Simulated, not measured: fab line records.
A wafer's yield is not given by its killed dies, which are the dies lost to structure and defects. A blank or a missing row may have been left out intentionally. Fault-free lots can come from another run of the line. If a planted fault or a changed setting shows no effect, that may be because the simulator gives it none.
Problem report, 8D (eight disciplines) form, completed by code || flow sky130 || the parts of the form that need people (team, actions taken, sign-off) are left out

## 1. THE PROBLEM
SKY_PAD_OPEN_PROBE_99, killed-at-contacts: mean 311 over 1 wafer from 1 lot; wafers with no fault: 24, standard deviation 5. Measured from the usual mean, that is +57 standard deviations.
First observed at day 50 16:49: wafer L289.6, on prober-02. The record has a number at this step for 12 wafers belonging to 4 lots. By rule, "out" or "out of limits" means more than 4 standard deviations away from the usual mean. All remaining wafers that have a number are taken as sound.

## 2. WHAT IT IS, WHAT IT ISN'T
{"question": "which readings at this step", "is": "killed-at-contacts, killed-dies, killed-on-rim", "is not": "killed_at_M4_up, killed-at-front-end, killed-at-other"}
{"question": "which lots", "is": "L289", "is not": "L269, L274, L278"}
{"question": "which wafers of those lots", "is": "L289.6", "is not": "L289.4, L289.5"}
{"question": "read on which tools", "is": "prober-02", "is not": "prober-01"}
{"question": "when", "is": "from day 50 16:49", "is not": "up to then (11 sound wafers)"}

## 3. WHAT RULES OUT EACH SUSPECT
Counting: any tool at a process step up to the reading remains a suspect provided it ran every lot that is out. Sound lots after the first of them don't rule it out here, since some wafers of a struck lot are sound.
- rie-diel-03 at SKY_CONTACT_ETCH_16 (etches BARC in N2/H2, stops on SiO2, time 45.9 s, target depth 60 nm): kept. It ran the lot that is out, L289 (day 38 09:49); its last sound lot up to then is L278 (day 34 21:32).
- cmp-01 at SKY_CONTACT_CMP_27 (polishes, stops on SiO2, t overpolish 15 s, target thk 0 nm): kept. It ran the lot that is out, L289 (day 38 11:21); its last sound lot up to then is L274 (day 34 01:03).
- pvd-sputter-01 at SKY_METAL1_SPUTTER_03 (material Ti, target thk 5 nm, time 3.3 s): kept. It ran the lot that is out, L289 (day 38 11:37).
- pvd-sputter-01 at SKY_METAL1_SPUTTER_04 (material TiN, target thk 70 nm, time 58.3 s): kept. It ran the lot that is out, L289 (day 38 11:38).
- rie-metal-01 at SKY_METAL1_ETCH_18 (etches BARC in N2/H2, stops on SiO2, time 45.9 s, target depth 60 nm): kept. It ran the lot that is out, L289 (day 39 13:38).
- rie-metal-01 at SKY_METAL1_METAL_ETCH_19 (etches the open film in Cl2/BCl3, stops on SiO2, target depth 360 nm, time 78 s): kept. It ran the lot that is out, L289 (day 39 13:48).
- prober-02 at SKY_PAD_OPEN_PROBE_99: kept. It ran the lot that is out, L289 (day 50 16:43); its last sound lot up to then is L269 (day 45 18:55). Its own killed-at-contacts, killed-dies, killed-on-rim readings are out on those wafers.
- Within rie-diel-03 at SKY_CONTACT_ETCH_16: the wafers that are out ran in chamber 0; their sound lot-mates ran in chambers 1, 3.
- Within cmp-01 at SKY_CONTACT_CMP_27: the wafers that are out ran in chamber 0; their sound lot-mates ran in chambers 1, 2.
Left after counting: rie-diel-03 at SKY_CONTACT_ETCH_16, cmp-01 at SKY_CONTACT_CMP_27, pvd-sputter-01 at SKY_METAL1_SPUTTER_03, pvd-sputter-01 at SKY_METAL1_SPUTTER_04, rie-metal-01 at SKY_METAL1_ETCH_18, rie-metal-01 at SKY_METAL1_METAL_ETCH_19, prober-02 at SKY_PAD_OPEN_PROBE_99.

## 4. THE CAUSE (what the simulator had put in)
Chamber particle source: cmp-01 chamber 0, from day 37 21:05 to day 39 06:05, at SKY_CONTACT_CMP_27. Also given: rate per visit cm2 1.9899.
After counting, 7 suspects remain, this tool included.

## 5. THE CHAIN OF EFFECTS, in route order
Each row: a reading whose mean over the struck wafers that have a number lies more than 3 standard deviations from the usual. Only readings for which the record gives a usual standard deviation are gone through. hours: the time from each lot's start at the first step in this table that gives one to its start at this step, as a median over the lots. sigmas: the change in usual standard deviations.
{"hours": 0, "step": "SKY_PAD_OPEN_PROBE_99", "reading": "killed-at-contacts", "usual": 24, "on struck wafers": 311, "change": "+287", "sigmas": "+57"}
{"hours": 0, "step": "SKY_PAD_OPEN_PROBE_99", "reading": "killed-dies", "usual": 88, "on struck wafers": 348, "change": "+260", "sigmas": "+28"}
{"hours": 0, "step": "SKY_PAD_OPEN_PROBE_99", "reading": "killed-on-rim", "usual": 17, "on struck wafers": 64, "change": "+47", "sigmas": "+13"}
Process steps it contains:
- SKY_PAD_OPEN_PROBE_99

## 6. HOW IT WOULD HAVE BEEN CAUGHT EARLIER
308 hours passed between the start of the fault at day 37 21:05 and the first reading out of limits in this record, taken at day 50 16:49.
No tool reading at SKY_CONTACT_CMP_27 that has a usual standard deviation in the record was out on any struck wafer, so an alarm limit of 4 standard deviations on those readings would not have fired.
By day 50 16:49, every lot that is out (1) had started SKY_CONTACT_CMP_27 on cmp-01. None of them would have been spared by holding the tool at that moment.
